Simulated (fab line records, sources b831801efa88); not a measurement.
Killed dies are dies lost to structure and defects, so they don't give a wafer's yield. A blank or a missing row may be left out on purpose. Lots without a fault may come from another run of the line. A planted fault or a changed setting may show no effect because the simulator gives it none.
A struck lot beside a sound one | flow sky130 | 23 steps out of a route of 708
Sound: wafers L631.1, L631.3, L631.5. Struck: wafer L640.2. (L640.3, L640.6 of the same lot were not struck and are left out.) The cause comes at the end.
At each step with rows: each side's tool, then ch and its chambers, then its first start. Under that, the readings that differ: sound wafers | struck wafers | difference of the means | sigmas: that difference in standard deviations of wafers without a fault.
alike: readings whose means differ by less than 2 such deviations, and words and numbers that are the same on both sides. not compared: withheld readings, readings that some wafer has no value for, bounds like >300 that may hide the same value, and numbers for which the record gives no deviation and whose values overlap.
The two part at a step that has a row with sigmas, a row that says differs or no value, or rows on one side only. Numbers that don't overlap but have no deviation are shown without sigmas and don't part them. A reading that every wafer of one side lacks parts them only if that side has two wafers or more.

SKY_METAL2_ETCH_18: etches BARC in N2/H2, stops on SiO2, time 45.9 s, target depth 60 nm.
  sound on rie_metal-02 ch 0,1, day 38 22:51; struck on rie_metal-01 ch 0, day 41 05:26
  reading                | sound                | struck | difference | sigmas
  throttle_valve_pct (%) | 13.214 13.226 13.224 | 13.246 | +0.025     | +3
  alike: drypump_motor_current_A, oes_product_au
  not compared: rf_hours_counter_h
SKY_METAL2_METAL_ETCH_19: etches the open film in Cl2/BCl3, stops on SiO2, target depth 360 nm, time 78 s.
  sound on rie_metal-02 ch 0,1, day 38 22:55; struck on rie_metal-01 ch 0, day 41 05:29
  alike: drypump_motor_current_A, oes_product_au, throttle_valve_pct
  not compared: rf_hours_counter_h
SKY_METAL2_STRIP_20: strips in O2/N2.
  sound on plasma_asher-02 ch 0,1, day 38 23:00; struck on plasma_asher-03 ch 1, day 41 05:35
  alike: drypump_motor_current_A, oes_product_au, strip_time_to_endpoint_s
  not compared: rf_hours_counter_h
then, 4 steps without rows for these wafers: SKY_METAL2_STRIP_21 (strips in post etch residue remover, time 1200 s); SKY_METAL2_CLEAN_22 (cleans in IPA, time 180 s); SKY_METAL2_CLEAN_23 (cleans in O3/DIW); SKY_VIA2_HDPCVD_00 (deposits SiO2, target thk 1180 nm, time 196.7 s).
SKY_VIA2_THK_MEAS_01:
  sound on film_metro-03, day 38 23:43; struck on film_metro-03, day 41 06:26
  alike: VIA2_HDPCVD_THK
SKY_VIA2_CMP_02: polishes SiO2.
  sound on cmp-02 ch 0,1,3, day 38 23:47; struck on cmp-01 ch 3, day 41 06:29
  reading             | sound          | struck | difference | sigmas
  motor_current_A (A) | 10.1 12.2 11.5 | 14.8   | +3.5       | +2
  alike: edge_zone_pressure_frac
SKY_VIA2_BOW_MEAS_03:
  sound on film_metro-01, day 39 00:05; struck on film_metro-01, day 41 06:48
  alike: VIA2_BOW
then, 2 steps without rows for these wafers: SKY_VIA2_DEHYDRATE_04 (time 60 s); SKY_VIA2_HMDS_05 (prime time 60 s).
SKY_VIA2_COAT_06: resist thk 60 nm.
  sound on litho_track-03 ch 0, day 39 12:23; struck on litho_track-04 ch 0, day 41 17:57
  alike: dispense_pressure_kPa
then, 5 steps without rows for these wafers: SKY_VIA2_COAT_07 (resist thk 450 nm); SKY_VIA2_SOFTBAKE_08 (time 90 s); SKY_VIA2_EXPOSE_09 (exposes mask VIM2, target cd 200 nm); SKY_VIA2_PEB_10; SKY_VIA2_DEVELOP_11 (develop time 60 s).
SKY_VIA2_CD_MEAS_12: target cd 200 nm.
  sound on cd_sem-02, day 40 00:56; struck on cd_sem-02, day 42 06:25
  alike: cd_nm
SKY_VIA2_OVL_MEAS_13:
  sound on overlay-01, day 40 01:04; struck on overlay-02, day 42 06:31
  alike: VIA2_OVL
SKY_VIA2_ETCH_14: etches BARC in N2/H2, stops on SiO2, time 45.9 s, target depth 60 nm.
  sound on rie_diel-04 ch 1,2, day 40 01:05; struck on rie_diel-01 ch 2, day 42 06:32
  reading                     | sound             | struck | difference | sigmas
  drypump_motor_current_A (A) | 5.5 5.4 5.5       | 6.5    | +1.0       | +2
  oes_product_au (a.u.)       | 0.854 0.856 0.856 | 0.878  | +0.023     | +4
  model.etch.depth_nm (nm)    | 60.06 59.84 60.07 | 63.35  | +3.36      |
  alike: throttle_valve_pct
  not compared: rf_hours_counter_h
SKY_VIA2_ETCH_15: etches SiO2 in C4F8/O2/Ar, stops on TiN, target depth 546 nm, time 84 s.
  sound on rie_diel-04 ch 1,2, day 40 01:08; struck on rie_diel-01 ch 2, day 42 06:35
  alike: oes_product_au
  not compared: rf_hours_counter_h
-- the record jumps here: 8 days lie between the struck wafers' starts before and after (it left off in module VIA2 and takes up again in module PAD_OPEN, whose first step shown is number 708 of the route) --
SKY_PAD_OPEN_PROBE_99:
  the record has rows for the struck wafers here (prober-02, day 50 08:32) and none for the sound ones

WHERE THEY PART
First at SKY_METAL2_ETCH_18; last, within this record, at SKY_PAD_OPEN_PROBE_99.

WHY: what the simulator had put in
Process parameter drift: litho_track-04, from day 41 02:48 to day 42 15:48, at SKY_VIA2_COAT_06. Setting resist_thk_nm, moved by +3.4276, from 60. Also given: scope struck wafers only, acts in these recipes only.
